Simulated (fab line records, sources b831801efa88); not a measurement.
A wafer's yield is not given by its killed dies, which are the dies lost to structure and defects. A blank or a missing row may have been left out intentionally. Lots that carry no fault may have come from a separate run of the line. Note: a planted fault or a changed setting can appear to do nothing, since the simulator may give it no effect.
Code-filled problem report in 8D (eight disciplines) form -- flow sky130 -- the parts of the form that need people (team, actions taken, sign-off) are left out

## 1. THE ISSUE
At SKY_FIELD_ISO_ETCH_17, oes-product-au averages 0.816 a.u. over 6 wafers from 2 lots, while fault-free wafers read 1.002 a.u., standard deviation 0.0094. Measured from the usual mean, that is -20 standard deviations.
The step: etches Si in HBr/Cl2/O2, target depth 342 nm, time 97.7 s.
First observed at day 5 20:10: wafer L735.1, on rie-si-01. At this step, 18 wafers from 6 lots have a number in the record. Rule for "out", or "out of limits": more than 4 standard deviations from the usual mean. The other wafers with a number count as sound.

## 2. WHAT IT IS, WHAT IT ISN'T
question,is,is not
which readings at this step,"oes-product-au, throttle-valve-pct",drypump-motor-current-A
which lots,"L735, L736","L720, L726, L728, L732"
which wafers of those lots,all that have a number,-
read on which tools,rie-si-01,rie-si-02
when,from day 5 20:10,up to then (12 sound wafers)

## 3. WHAT RULES OUT EACH SUSPECT
Counting: a tool at a process step up to the reading stays a suspect if it ran every lot that is out and no sound lot after the first of them.
- rie-si-01 at SKY_FIELD_ISO_ETCH_17 (etches Si in HBr/Cl2/O2, target depth 342 nm, time 97.7 s): kept. Every lot that is out went through it, starting with L735 (day 5 20:10), and after that it ran no sound lot; the last sound lot it ran before then is L726 (day 3 20:07). Its own readings are out on those wafers: oes-product-au, throttle-valve-pct.
After counting, what remains is rie-si-01 at SKY_FIELD_ISO_ETCH_17.

## 4. THE CAUSE (what the simulator had put in)
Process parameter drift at SKY_FIELD_ISO_ETCH_17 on rie-si-01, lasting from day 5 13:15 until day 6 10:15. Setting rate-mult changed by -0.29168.
Counting left only this tool.

## 5. THE EFFECT CHAIN, in route order
One row per reading whose mean, taken over the struck wafers that have a number, lies over 3 standard deviations from the usual. Only readings for which the record gives a usual standard deviation are gone through. hours: the time from each lot's start at the first step in this table that gives one to its start at this step, as a median over the lots. sigmas: the change in usual standard deviations.
hours,step,reading,usual,on struck wafers,change,sigmas
0,SKY_FIELD_ISO_ETCH_17,oes-product-au,1.002 a.u.,0.816,-0.186,-20
0,SKY_FIELD_ISO_ETCH_17,throttle-valve-pct,25.655 %,25.779,+0.124,+12
Here are the process steps it includes:
- SKY_FIELD_ISO_ETCH_17: etches Si in HBr/Cl2/O2, target depth 342 nm, time 97.7 s.
Later steps that measure or inspect, where all struck wafers having a row at the step show a number for every such reading and not one has moved that far: SKY_FIELD_ISO_THK_MEAS_23, SKY_FIELD_ISO_THK_MEAS_25.

## 6. HOW IT WOULD HAVE BEEN CAUGHT EARLIER
First out-of-limits reading in this record: day 5 20:10, which is 7 hours after fault onset at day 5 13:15.
